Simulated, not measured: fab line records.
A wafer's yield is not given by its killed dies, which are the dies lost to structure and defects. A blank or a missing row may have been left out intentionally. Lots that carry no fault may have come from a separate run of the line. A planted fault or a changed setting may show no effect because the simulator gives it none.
Which tool did it? -- flow sky130 -- at 1 step of a route of 708, 7 lots with 20 wafers sampled

== WHAT EACH GAUGE READ, for each wafer ==
SKY_LDD_N_TW_MEAS_17.
lot,measured,on,LDD_N_TW
L336,day 18 07:29,film-metro-03,2591 2596 2608
L340,day 19 19:08,film-metro-03,2584 2566 2585
L342,day 20 12:25,film-metro-01,2587 2582 2594
L344,day 21 04:05,film-metro-02,2565 2562 2572
L347,day 22 20:29,film-metro-03,2575 2590 2580
L349,day 23 10:19,film-metro-03,2590 2600 2599
L351,day 23 22:57,film-metro-01,2589 2591

== EACH LOT AND THE TOOL THAT RAN IT (in order: tool; ch and the chambers of the sampled wafers; start) ==
There is no process step in the record ahead of these readings.

== THE ANSWER, worked out from the rows above alone ==
Rule: usual is defined by the lots themselves. The widest of any qualifying gaps counts: lots, ordered by their means at a reading, are off when they make up no more than a third of the lots, leave a main group of 4 or more, and stand apart from it by 3 or more times the standard deviation of that group's means. A main group whose means are all the same, to the digits that the tables above print for the reading, isn't used. Also off: a lot with no number at a reading for which 4 or more lots have one. Any other lot the step has rows for is counted as sound.
Across all readings shown, no lot is off: no conclusion can be drawn from this.

== WHAT THE SIMULATOR HAD INSERTED ==
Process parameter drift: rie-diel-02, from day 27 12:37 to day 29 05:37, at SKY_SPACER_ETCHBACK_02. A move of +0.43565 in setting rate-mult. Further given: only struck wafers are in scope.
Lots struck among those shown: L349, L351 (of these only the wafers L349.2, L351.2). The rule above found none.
